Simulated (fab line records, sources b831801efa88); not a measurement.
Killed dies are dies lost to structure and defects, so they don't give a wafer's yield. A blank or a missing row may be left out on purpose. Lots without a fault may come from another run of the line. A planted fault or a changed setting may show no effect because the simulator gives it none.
One fault seen from 2 desks | flow sfq_line | each desk has only its own numbers; what lay behind them comes last

THE TOOL OWNER'S DESK: rie_metal-03
The tool's own readings at SFQ_TRILAYER_M6_ETCH_METAL_ETCH_162 (etches Nb in Cl2/Ar, stops on SiO2, target depth 240 nm, time 120 s): means of the sampled wafers that have a number, for each lot that ran on this tool. A lot is out of limits, marked OUT, if its mean lies more than 4 standard deviations from the usual mean; the brackets give that distance.
Columns: A = chamber_pressure_mTorr at SFQ_TRILAYER_M6_ETCH_METAL_ETCH_162, usual 10.000 mTorr; B = drypump_motor_current_A at SFQ_TRILAYER_M6_ETCH_METAL_ETCH_162, usual 6.05 A; C = oes_product_au at SFQ_TRILAYER_M6_ETCH_METAL_ETCH_162, usual 0.894 a.u.; D = rf_fwd_power_W at SFQ_TRILAYER_M6_ETCH_METAL_ETCH_162, usual 597.0 W
lot  | first seen here | A      | B    | C     | D
L766 | day 56 15:22    | 10.001 | 6.14 | 0.894 | 596.9
L777 | day 60 06:28    | 10.004 | 5.90 | 0.893 | 597.5
This desk's finding: nothing out of limits on any of the 2 lots.

THE METROLOGY DESK
What the gauges read, lot by lot, whatever tool the lot ran on: means of the sampled wafers that have a number. A lot is out of limits, marked OUT, if its mean lies more than 4 standard deviations from the usual mean; the brackets give that distance.
Columns: A = M6_NB_RS at SFQ_M6_RS_MEAS_938, usual 0.890 ohm/sq; B = M6_OVL at SFQ_M6_OVL_MEAS_940, usual 2 nm
lot  | first seen here | A     | B
L766 | day 55 01:40    | 0.897 | 9
L776 | day 59 09:48    | 0.894 | 1
L777 | day 59 15:12    | 0.890 | 10
L783 | day 61 00:12    | 0.878 | 4
L788 | day 62 04:32    | 0.886 | 8
This desk's finding: nothing out of limits on any of the 5 lots.

PUT TOGETHER
The tool owner's desk saw nothing out of limits.
The metrology desk saw nothing out of limits.

WHAT THE SIMULATOR HAD PUT IN
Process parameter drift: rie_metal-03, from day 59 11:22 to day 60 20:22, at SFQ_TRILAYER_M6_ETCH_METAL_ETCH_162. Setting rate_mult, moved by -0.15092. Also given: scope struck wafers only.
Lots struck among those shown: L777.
